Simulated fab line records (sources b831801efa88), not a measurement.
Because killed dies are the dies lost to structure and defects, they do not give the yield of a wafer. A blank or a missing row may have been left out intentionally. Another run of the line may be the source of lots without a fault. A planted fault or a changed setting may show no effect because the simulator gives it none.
Which tool did it? || flow gf180mcu || 42 wafers from 15 lots sampled at 4 of the route's 602 steps

WHAT THE GAUGES SHOWED, per wafer
GF_HV_LDD_CD_MEAS_31 targets a cd of 400 nm.
{"lot": "L399", "measured": "day 11 07:44", "on": "cd-sem-01", "cd-nm (nm)": "401.3 400.2 402.2"}
{"lot": "L400", "measured": "day 11 14:34", "on": "cd-sem-01", "cd-nm (nm)": "402.0 402.9 400.2"}
{"lot": "L401", "measured": "day 11 16:04", "on": "cd-sem-01", "cd-nm (nm)": "397.8 398.9 398.4"}
{"lot": "L402", "measured": "day 11 23:10", "on": "cd-sem-01", "cd-nm (nm)": "399.2 402.8 399.1"}
{"lot": "L404", "measured": "day 12 17:12", "on": "cd-sem-02", "cd-nm (nm)": "400.2 400.5 399.6"}
{"lot": "L405", "measured": "day 12 23:08", "on": "cd-sem-01", "cd-nm (nm)": "402.8 403.5 400.6"}
{"lot": "L406", "measured": "day 13 08:14", "on": "cd-sem-02", "cd-nm (nm)": "400.3 400.8 400.7"}
{"lot": "L407", "measured": "day 13 19:02", "on": "cd-sem-01", "cd-nm (nm)": "402.7 400.5 402.6"}
{"lot": "L412", "measured": "day 15 16:17", "on": "cd-sem-02", "cd-nm (nm)": "397.6 398.1"}
{"lot": "L414", "measured": "day 16 11:25", "on": "cd-sem-02", "cd-nm (nm)": "400.1 399.1"}
{"lot": "L416", "measured": "day 16 21:45", "on": "cd-sem-01", "cd-nm (nm)": "402.0 401.3"}
{"lot": "L417", "measured": "day 17 08:58", "on": "cd-sem-02", "cd-nm (nm)": "398.6 397.5 397.9"}
{"lot": "L419", "measured": "day 17 15:16", "on": "cd-sem-02", "cd-nm (nm)": "401.2 401.7 401.5"}
{"lot": "L420", "measured": "day 18 04:01", "on": "cd-sem-02", "cd-nm (nm)": "401.8 400.3 402.6"}
{"lot": "L422", "measured": "day 18 20:10", "on": "cd-sem-02", "cd-nm (nm)": "398.0 397.2 398.8"}

GF_HV_LDD_OVL_MEAS_32.
{"lot": "L399", "measured": "day 11 07:51", "on": "overlay-01", "HV_LDD_02_OVL (nm)": "0.2 0.9 0.8"}
{"lot": "L400", "measured": "day 11 14:41", "on": "overlay-02", "HV_LDD_02_OVL (nm)": "-2.0 -2.4 -1.7"}
{"lot": "L401", "measured": "day 11 16:11", "on": "overlay-02", "HV_LDD_02_OVL (nm)": "-0.9 -0.3 0.8"}
{"lot": "L402", "measured": "day 11 23:16", "on": "overlay-01", "HV_LDD_02_OVL (nm)": "0.6 1.8 -0.3"}
{"lot": "L404", "measured": "day 12 17:19", "on": "overlay-02", "HV_LDD_02_OVL (nm)": "2.0 0.3 1.3"}
{"lot": "L405", "measured": "day 12 23:13", "on": "overlay-02", "HV_LDD_02_OVL (nm)": "0.4 -1.8 1.4"}
{"lot": "L406", "measured": "day 13 08:21", "on": "overlay-02", "HV_LDD_02_OVL (nm)": "-1.0 -1.7 0.9"}
{"lot": "L407", "measured": "day 13 19:08", "on": "overlay-02", "HV_LDD_02_OVL (nm)": "2.8 2.6 0.3"}
{"lot": "L412", "measured": "day 15 16:24", "on": "overlay-02", "HV_LDD_02_OVL (nm)": "0.3 0.0"}
{"lot": "L414", "measured": "day 16 11:32", "on": "overlay-02", "HV_LDD_02_OVL (nm)": "1.2 -2.0"}
{"lot": "L416", "measured": "day 16 21:52", "on": "overlay-02", "HV_LDD_02_OVL (nm)": "1.4 -0.5"}
{"lot": "L417", "measured": "day 17 09:05", "on": "overlay-02", "HV_LDD_02_OVL (nm)": "-2.5 -0.3 -0.7"}
{"lot": "L419", "measured": "day 17 15:21", "on": "overlay-02", "HV_LDD_02_OVL (nm)": "-3.1 -2.4 -2.5"}
{"lot": "L420", "measured": "day 18 04:08", "on": "overlay-01", "HV_LDD_02_OVL (nm)": "1.2 1.8 2.6"}
{"lot": "L422", "measured": "day 18 20:16", "on": "overlay-02", "HV_LDD_02_OVL (nm)": "0.1 -3.4 -1.9"}

GF_HV_LDD_TW_MEAS_38.
{"lot": "L399", "measured": "day 11 08:35", "on": "film-metro-02", "HV_LDD_3_TW": "1417 1411 1413"}
{"lot": "L400", "measured": "day 11 15:25", "on": "film-metro-02", "HV_LDD_3_TW": "1412 1413 1413"}
{"lot": "L401", "measured": "day 11 16:56", "on": "film-metro-04", "HV_LDD_3_TW": "1424 1427 1429"}
{"lot": "L402", "measured": "day 12 00:01", "on": "film-metro-04", "HV_LDD_3_TW": "1419 1422 1428"}
{"lot": "L404", "measured": "day 12 18:04", "on": "film-metro-04", "HV_LDD_3_TW": "1427 1425 1427"}
{"lot": "L405", "measured": "day 12 23:58", "on": "film-metro-04", "HV_LDD_3_TW": "1424 1426 1419"}
{"lot": "L406", "measured": "day 13 09:05", "on": "film-metro-01", "HV_LDD_3_TW": "1438 1435 1426"}
{"lot": "L407", "measured": "day 13 19:53", "on": "film-metro-01", "HV_LDD_3_TW": "1435 1432 1439"}
{"lot": "L412", "measured": "day 15 17:08", "on": "film-metro-04", "HV_LDD_3_TW": "1436 1425"}
{"lot": "L414", "measured": "day 16 12:17", "on": "film-metro-04", "HV_LDD_3_TW": "1435 1431"}
{"lot": "L416", "measured": "day 16 22:37", "on": "film-metro-02", "HV_LDD_3_TW": "1403 1404"}
{"lot": "L417", "measured": "day 17 09:50", "on": "film-metro-01", "HV_LDD_3_TW": "1442 1437 1449"}
{"lot": "L419", "measured": "day 17 16:06", "on": "film-metro-04", "HV_LDD_3_TW": "1418 1415 1414"}
{"lot": "L420", "measured": "day 18 04:52", "on": "film-metro-01", "HV_LDD_3_TW": "1445 1437 1437"}
{"lot": "L422", "measured": "day 18 21:00", "on": "film-metro-02", "HV_LDD_3_TW": "1415 1416 1418"}

WHICH TOOL RAN EACH LOT (tool, then ch and the chambers of the sampled wafers, then the start)
{"lot": "L399", "GF_POLY_GATE_SOFTBAKE_06": "litho-track-02 ch 0, day 8 12:00"}
{"lot": "L400", "GF_POLY_GATE_SOFTBAKE_06": "litho-track-03 ch 0, day 9 00:00"}
{"lot": "L401", "GF_POLY_GATE_SOFTBAKE_06": "litho-track-02 ch 0, day 9 00:00"}
{"lot": "L402", "GF_POLY_GATE_SOFTBAKE_06": "litho-track-04 ch 0, day 9 05:00"}
{"lot": "L404", "GF_POLY_GATE_SOFTBAKE_06": "litho-track-02 ch 0, day 9 21:00"}
{"lot": "L405", "GF_POLY_GATE_SOFTBAKE_06": "litho-track-04 ch 0, day 10 03:00"}
{"lot": "L406", "GF_POLY_GATE_SOFTBAKE_06": "litho-track-02 ch 0, day 10 09:00"}
{"lot": "L407", "GF_POLY_GATE_SOFTBAKE_06": "litho-track-04 ch 0, day 10 18:00"}
{"lot": "L412", "GF_POLY_GATE_SOFTBAKE_06": "litho-track-03 ch 0, day 12 07:00"}
{"lot": "L414", "GF_POLY_GATE_SOFTBAKE_06": "litho-track-03 ch 0, day 13 00:00"}
{"lot": "L416", "GF_POLY_GATE_SOFTBAKE_06": "litho-track-03 ch 0, day 13 10:00"}
{"lot": "L417", "GF_POLY_GATE_SOFTBAKE_06": "litho-track-02 ch 0, day 13 18:00"}
{"lot": "L419", "GF_POLY_GATE_SOFTBAKE_06": "litho-track-04 ch 0, day 14 04:00"}
{"lot": "L420", "GF_POLY_GATE_SOFTBAKE_06": "litho-track-02 ch 0, day 14 19:00"}
{"lot": "L422", "GF_POLY_GATE_SOFTBAKE_06": "litho-track-02 ch 0, day 15 07:00"}
- GF_POLY_GATE_SOFTBAKE_06: time 60 s.

AS READ BY THE TOOLS THEMSELVES (means over the sampled wafers that have a number; for cases with no such wafer, the mark the record gives instead)
GF_POLY_GATE_SOFTBAKE_06.
{"lot": "L399", "tool": "litho-track-02", "plate-temp-C (C)": 130.13, "run-length-s (s)": 88.89}
{"lot": "L400", "tool": "litho-track-03", "plate-temp-C (C)": 130.04, "run-length-s (s)": 89.24}
{"lot": "L401", "tool": "litho-track-02", "plate-temp-C (C)": 130.04, "run-length-s (s)": 88.91}
{"lot": "L402", "tool": "litho-track-04", "plate-temp-C (C)": 130.12, "run-length-s (s)": 89.32}
{"lot": "L404", "tool": "litho-track-02", "plate-temp-C (C)": 130.08, "run-length-s (s)": 88.92}
{"lot": "L405", "tool": "litho-track-04", "plate-temp-C (C)": 130.21, "run-length-s (s)": 89.21}
{"lot": "L406", "tool": "litho-track-02", "plate-temp-C (C)": 130.23, "run-length-s (s)": 88.93}
{"lot": "L407", "tool": "litho-track-04", "plate-temp-C (C)": 129.88, "run-length-s (s)": 89.32}
{"lot": "L412", "tool": "litho-track-03", "plate-temp-C (C)": 130.00, "run-length-s (s)": 91.54}
{"lot": "L414", "tool": "litho-track-03", "plate-temp-C (C)": 129.99, "run-length-s (s)": 91.50}
{"lot": "L416", "tool": "litho-track-03", "plate-temp-C (C)": 130.01, "run-length-s (s)": 91.43}
{"lot": "L417", "tool": "litho-track-02", "plate-temp-C (C)": 129.78, "run-length-s (s)": 88.93}
{"lot": "L419", "tool": "litho-track-04", "plate-temp-C (C)": 130.02, "run-length-s (s)": 89.35}
{"lot": "L420", "tool": "litho-track-02", "plate-temp-C (C)": 130.03, "run-length-s (s)": 88.96}
{"lot": "L422", "tool": "litho-track-02", "plate-temp-C (C)": 130.27, "run-length-s (s)": 89.03}

THE ANSWER, worked out from the rows above alone
Rule: the lots themselves supply what counts as usual. Put in order of their means at a reading, lots are off if they are a third of the lots or fewer, leave a main group of 4 or more, and stand apart from it by a gap of 3 or more times the standard deviation of the main group's means; of several such gaps the widest counts. Not used: any main group whose means are identical at the precision the tables above print for the reading. A lot without any number at a reading at which 4 lots or more have one is off too. The other lots that the step has rows for count as sound. Order of review: gauges by route order, followed by the tools' own readings, for which a lot's mean as printed above is used. At the first step where some lot is off, the reading lying furthest off is the one used; lots without a number count as furthest.
Off, at GF_POLY_GATE_SOFTBAKE_06 on run-length-s: L412, L414, L416. The main group: mean 89.08 s, standard deviation 0.18.
A tool fits if, at that step or a process step before it, it ran every lot that is off, and no sound lot after the first of them. One fits: GF_POLY_GATE_SOFTBAKE_06 on litho-track-03. Its last sound lot is L400 (day 9 00:00), its first lot that is off L412 (day 12 07:00): a fault that began between those two fits.
The tool's own readings at GF_POLY_GATE_SOFTBAKE_06 bear it out: on the lots that are off they differ by more than 5 times the standard deviation of the sound lots' means. run-length-s reads 91.49 s there against 89.08 s on the sound lots.

WHAT THE SIMULATOR HAD INSERTED
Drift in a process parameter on litho-track-03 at GF_POLY_GATE_SOFTBAKE_06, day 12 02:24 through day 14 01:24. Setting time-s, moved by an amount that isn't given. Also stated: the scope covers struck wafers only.
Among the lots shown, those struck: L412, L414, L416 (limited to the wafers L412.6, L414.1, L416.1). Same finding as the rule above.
